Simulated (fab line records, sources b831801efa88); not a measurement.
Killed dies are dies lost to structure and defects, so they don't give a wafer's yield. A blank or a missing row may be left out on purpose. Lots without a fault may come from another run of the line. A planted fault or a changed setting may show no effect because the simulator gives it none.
Which tool did it? | flow gf180mcu | 15 lots, 45 wafers sampled, at 7 steps of a route of 602

WHAT THE GAUGES READ, wafer by wafer
GF_STI_THK_MEAS_22. Usual: STI_OXIDATION_01_THK 15.2 nm, standard deviation 0.31.
lot  | measured    | on            | STI_OXIDATION_01_THK (nm) | flag
L806 | day 2 03:50 | film_metro-04 | 15.2 15.1 15.2            |
L807 | day 2 10:52 | film_metro-04 | 14.7 14.9 14.8            |
L808 | day 2 13:38 | film_metro-03 | 15.0 15.0 15.0            |
L809 | day 2 18:02 | film_metro-02 | 15.5 15.5 15.3            |
L810 | day 2 23:48 | film_metro-03 | 15.0 14.8 14.7            |
L813 | day 3 14:44 | film_metro-03 | 15.1 15.0 15.0            |
L816 | day 4 08:39 | film_metro-03 | 15.4 15.0 15.1            |
L817 | day 4 12:39 | film_metro-04 | 15.1 15.3 15.0            |
L819 | day 4 22:05 | film_metro-04 | 15.5 15.4 15.4            |
L820 | day 5 04:01 | film_metro-03 | 15.2 15.4 15.4            |
L821 | day 5 08:26 | film_metro-04 | 14.8 14.8 15.0            |
L822 | day 5 13:12 | film_metro-03 | 15.5 15.4 15.4            |
L823 | day 5 19:20 | film_metro-02 | 15.4 15.1 15.1            |
L828 | day 6 20:10 | film_metro-02 | 15.2 15.2 15.3            |
L829 | day 7 04:35 | film_metro-03 | 14.5 14.7 14.7            |

GF_MVSD_OVL_MEAS_07. Usual: MVSD_OVL -0.6 nm, standard deviation 1.3.
lot  | measured     | on         | MVSD_OVL (nm)  | flag
L806 | day 4 09:53  | overlay-01 | 1.9 0.3 -0.5   |
L807 | day 4 17:20  | overlay-01 | -0.8 -1.4 -1.7 |
L808 | day 4 23:15  | overlay-02 | -1.3 0.6 1.1   |
L809 | day 5 02:53  | overlay-02 | 0.2 -0.4 -0.1  |
L810 | day 5 07:32  | overlay-02 | 2.0 2.0 0.1    |
L813 | day 6 03:18  | overlay-01 | -1.2 -2.0 -3.0 |
L816 | day 6 23:09  | overlay-01 | -1.3 -0.1 -0.9 |
L817 | day 7 02:36  | overlay-01 | -2.3 -2.6 -1.9 |
L819 | day 7 14:18  | overlay-01 | -0.1 0.0 0.7   |
L820 | day 7 19:32  | overlay-01 | 0.6 1.0 -0.2   |
L821 | day 8 01:32  | overlay-02 | - - -          | OFF
L822 | day 8 05:48  | overlay-01 | - - -          | OFF
L823 | day 8 13:21  | overlay-01 | - - -          | OFF
L828 | day 9 19:39  | overlay-02 | 0.6 -1.8 -1.3  |
L829 | day 10 03:26 | overlay-02 | 0.4 0.4 0.2    |

GF_MVPSD_TW_MEAS_11. Usual: MVPSD_TW 549, standard deviation 8.
lot  | measured     | on            | MVPSD_TW       | flag
L806 | day 5 00:44  | film_metro-03 | 547 545 546    |
L807 | day 5 08:41  | film_metro-01 | 562 559 559    |
L808 | day 5 14:27  | film_metro-01 | 556 561 558    |
L809 | day 5 17:55  | film_metro-02 | 540 541 543    |
L810 | day 5 22:14  | film_metro-01 | 560 562 563    |
L813 | day 6 19:09  | film_metro-03 | 546 544 548    |
L816 | day 7 15:05  | film_metro-03 | 544 540 543    |
L817 | day 7 18:46  | film_metro-01 | 557 560 557    |
L819 | day 8 06:35  | film_metro-01 | 556 557 555    |
L820 | day 8 12:50  | film_metro-01 | 554 557 558    |
L821 | day 8 18:35  | film_metro-02 | 1563 1568 1560 | OFF
L822 | day 8 22:35  | film_metro-01 | 1609 1604 1603 | OFF
L823 | day 9 06:56  | film_metro-01 | 1624 1617 1612 | OFF
L828 | day 10 14:31 | film_metro-02 | 540 542 541    |
L829 | day 10 21:56 | film_metro-03 | 547 550 547    |

GF_VT_IMPLANT_TW_MEAS_10. Usual: VT_IMPLANT_TW 560, standard deviation 6.6.
lot  | measured     | on            | VT_IMPLANT_TW  | flag
L806 | day 5 15:28  | film_metro-04 | 554 556 552    |
L807 | day 5 22:59  | film_metro-01 | 571 567 573    |
L808 | day 6 05:08  | film_metro-01 | 568 566 571    |
L809 | day 6 08:35  | film_metro-01 | 567 569 569    |
L810 | day 6 13:49  | film_metro-01 | 568 568 570    |
L813 | day 7 10:48  | film_metro-04 | 553 556 554    |
L816 | day 8 06:53  | film_metro-04 | 557 557 559    |
L817 | day 8 11:37  | film_metro-03 | 556 554 553    |
L819 | day 8 23:25  | film_metro-03 | 549 551 552    |
L820 | day 9 05:53  | film_metro-03 | 555 559 557    |
L821 | day 9 12:23  | film_metro-04 | 1591 1585 1591 | OFF
L822 | day 9 15:11  | film_metro-04 | 1590 1591 1587 | OFF
L823 | day 10 00:13 | film_metro-03 | 1581 1576 1580 | OFF
L828 | day 11 09:23 | film_metro-03 | 556 554 553    |
L829 | day 11 16:25 | film_metro-01 | 568 570 567    |

WHICH TOOL RAN EACH LOT (tool, then ch and the chambers of the sampled wafers, then the start)
lot  | GF_STI_ETCH_14                  | GF_STI_STRIP_15                     | GF_MVSD_COAT_02
L806 | rie_si-01 ch 0,2, day 2 02:11   | plasma_asher-03 ch 0,1, day 2 02:16 | litho_track-01 ch 0, day 4 02:59
L807 | rie_si-01 ch 1,2,3, day 2 09:11 | plasma_asher-04 ch 0,1, day 2 09:16 | litho_track-04 ch 0, day 4 10:30
L808 | rie_si-02 ch 0,1,3, day 2 11:44 | plasma_asher-04 ch 0,1, day 2 11:49 | litho_track-04 ch 0, day 4 15:39
L809 | rie_si-02 ch 0,1,3, day 2 15:59 | plasma_asher-03 ch 0,1, day 2 16:04 | litho_track-04 ch 0, day 4 19:31
L810 | rie_si-02 ch 0,1,2, day 2 22:09 | plasma_asher-01 ch 0,1, day 2 22:13 | litho_track-01 ch 0, day 5 00:11
L813 | rie_si-01 ch 1,2, day 3 13:03   | plasma_asher-01 ch 0,1, day 3 13:10 | litho_track-04 ch 0, day 5 19:48
L816 | rie_si-02 ch 0,2, day 4 05:26   | plasma_asher-03 ch 0,1, day 4 05:31 | litho_track-02 ch 0, day 6 14:40
L817 | rie_si-02 ch 1,2, day 4 10:32   | plasma_asher-01 ch 0,1, day 4 10:39 | litho_track-04 ch 0, day 6 18:43
L819 | rie_si-01 ch 0,1,3, day 4 20:24 | plasma_asher-01 ch 0, day 4 20:28   | litho_track-02 ch 0, day 7 05:56
L820 | rie_si-01 ch 0,1,3, day 5 02:21 | plasma_asher-01 ch 0,1, day 5 02:25 | litho_track-01 ch 0, day 7 11:16
L821 | rie_si-01 ch 0,1, day 5 06:47   | plasma_asher-03 ch 0,1, day 5 06:52 | litho_track-01, day 7 16:56
L822 | rie_si-02 ch 0,1, day 5 11:33   | plasma_asher-03 ch 1, day 5 11:37   | litho_track-04, day 7 21:33
L823 | rie_si-02 ch 1,2, day 5 16:41   | plasma_asher-04 ch 0,1, day 5 16:46 | litho_track-02, day 8 05:02
L828 | rie_si-02 ch 0,2,3, day 6 18:15 | plasma_asher-04 ch 0, day 6 18:19   | litho_track-01 ch 0, day 9 10:53
L829 | rie_si-02 ch 0,2,3, day 7 01:00 | plasma_asher-01 ch 0,1, day 7 01:04 | litho_track-04 ch 0, day 9 18:15
- GF_STI_ETCH_14: etches Si in HBr/Cl2/O2, target depth 360 nm, time 102.9 s.
- GF_STI_STRIP_15: strips in O2/N2.
- GF_MVSD_COAT_02: resist thk 3000 nm.

WHAT THE TOOLS THEMSELVES READ (means of the sampled wafers that have a number; where no wafer has one, the mark that the record gives instead)
GF_STI_ETCH_14. Usual: drypump_motor_current_A 5.7 A, standard deviation 0.44; oes_product_au 1.004 a.u., standard deviation 0.0063; throttle_valve_pct 25.653 %, standard deviation 0.0098.
lot  | tool      | drypump_motor_current_A (A) | oes_product_au (a.u.) | throttle_valve_pct (%) | flag
L806 | rie_si-01 | 5.8                         | 1.002                 | 25.658                 |
L807 | rie_si-01 | 5.7                         | 1.000                 | 25.658                 |
L808 | rie_si-02 | 5.9                         | 0.999                 | 25.647                 |
L809 | rie_si-02 | 5.9                         | 1.000                 | 25.655                 |
L810 | rie_si-02 | 5.4                         | 1.004                 | 25.650                 |
L813 | rie_si-01 | 5.8                         | 1.003                 | 25.652                 |
L816 | rie_si-02 | 5.5                         | 1.008                 | 25.652                 |
L817 | rie_si-02 | 5.2                         | 1.006                 | 25.646                 |
L819 | rie_si-01 | 5.7                         | 1.007                 | 25.645                 |
L820 | rie_si-01 | 5.7                         | 1.000                 | 25.651                 |
L821 | rie_si-01 | 5.8                         | 0.995                 | 25.660                 |
L822 | rie_si-02 | 5.5                         | 1.004                 | 25.643                 |
L823 | rie_si-02 | 5.3                         | 1.006                 | 25.655                 |
L828 | rie_si-02 | 5.8                         | 1.016                 | 25.644                 |
L829 | rie_si-02 | 5.9                         | 1.009                 | 25.648                 |

GF_STI_STRIP_15. Usual: drypump_motor_current_A 5.8 A, standard deviation 0.55; heater_power_w 307 W, standard deviation 38; oes_product_au 0.383 a.u., standard deviation 0.0045; platen_temp_c 249.99 C, standard deviation 0.17; strip_time_to_endpoint_s 3.719 s, standard deviation 0.027.
lot  | tool            | drypump_motor_current_A (A) | heater_power_w (W) | oes_product_au (a.u.) | platen_temp_c (C) | strip_time_to_endpoint_s (s) | flag
L806 | plasma_asher-03 | 6.3                         | 283                | 0.384                 | 249.91            | 3.703                        |
L807 | plasma_asher-04 | 5.6                         | 317                | 0.385                 | 249.94            | 3.725                        |
L808 | plasma_asher-04 | 5.6                         | 312                | 0.383                 | 249.82            | 3.693                        |
L809 | plasma_asher-03 | 6.4                         | 329                | 0.378                 | 249.79            | 3.705                        |
L810 | plasma_asher-01 | 5.2                         | 318                | 0.382                 | 249.90            | 3.740                        |
L813 | plasma_asher-01 | 5.3                         | 291                | 0.382                 | 250.07            | 3.699                        |
L816 | plasma_asher-03 | 6.4                         | 329                | 0.385                 | 250.01            | 3.716                        |
L817 | plasma_asher-01 | 5.3                         | 285                | 0.384                 | 250.05            | 3.712                        |
L819 | plasma_asher-01 | 5.5                         | 278                | 0.385                 | 250.02            | 3.723                        |
L820 | plasma_asher-01 | 5.4                         | 292                | 0.386                 | 250.03            | 3.738                        |
L821 | plasma_asher-03 | 6.4                         | 289                | 0.383                 | 249.79            | 3.713                        |
L822 | plasma_asher-03 | 6.5                         | 367                | 0.379                 | 249.83            | 3.731                        |
L823 | plasma_asher-04 | 5.6                         | 316                | 0.384                 | 250.08            | 3.709                        |
L828 | plasma_asher-04 | 6.3                         | 300                | 0.384                 | 250.27            | 3.710                        |
L829 | plasma_asher-01 | 5.2                         | 326                | 0.385                 | 249.99            | 3.745                        |

GF_MVSD_COAT_02. Usual: chill_plate_temp_C 23.00 C, standard deviation 0.11; dispense_pressure_kPa 50.5 kPa, standard deviation 2.7.
lot  | tool           | chill_plate_temp_C (C) | dispense_pressure_kPa (kPa) | flag
L806 | litho_track-01 | 23.00                  | 48.2                        |
L807 | litho_track-04 | 23.00                  | 53.6                        |
L808 | litho_track-04 | 23.01                  | 53.7                        |
L809 | litho_track-04 | 23.08                  | 53.7                        |
L810 | litho_track-01 | 23.01                  | 48.2                        |
L813 | litho_track-04 | 23.00                  | 53.7                        |
L816 | litho_track-02 | 22.96                  | 48.5                        |
L817 | litho_track-04 | 23.04                  | 53.6                        |
L819 | litho_track-02 | 22.88                  | 48.5                        |
L820 | litho_track-01 | 23.04                  | 48.2                        |
L821 | litho_track-01 | -                      | -                           | OFF
L822 | litho_track-04 | -                      | -                           | OFF
L823 | litho_track-02 | -                      | -                           | OFF
L828 | litho_track-01 | 23.13                  | 48.2                        |
L829 | litho_track-04 | 23.08                  | 53.7                        |

THE ANSWER, worked out from the rows above alone
Rule: a lot is off if the mean of its wafers that have a number lies more than 3 standard deviations from the usual mean. A lot without any number at a reading at which 4 lots or more have one is off too. The other lots that the step has rows for count as sound. The gauges are gone through in route order, then the tools' own readings, and for those a lot's mean is taken as printed above. The first step at which some lot is off is used, and at that step the reading that is off furthest; a lot without a number counts as furthest.
Off: L821, L822, L823, at GF_MVSD_OVL_MEAS_07 (MVSD_OVL). Without a number there: L821, L822, L823.
A tool fits if, at a process step before that reading, it ran every lot that is off, and no sound lot after the first of them. The gauges at GF_MVSD_OVL_MEAS_07 aren't tried: what is off there is off at GF_MVPSD_TW_MEAS_11 too, on other tools, and a gauge's error can't cause that. None of those tried fits.

WHAT THE SIMULATOR HAD PUT IN
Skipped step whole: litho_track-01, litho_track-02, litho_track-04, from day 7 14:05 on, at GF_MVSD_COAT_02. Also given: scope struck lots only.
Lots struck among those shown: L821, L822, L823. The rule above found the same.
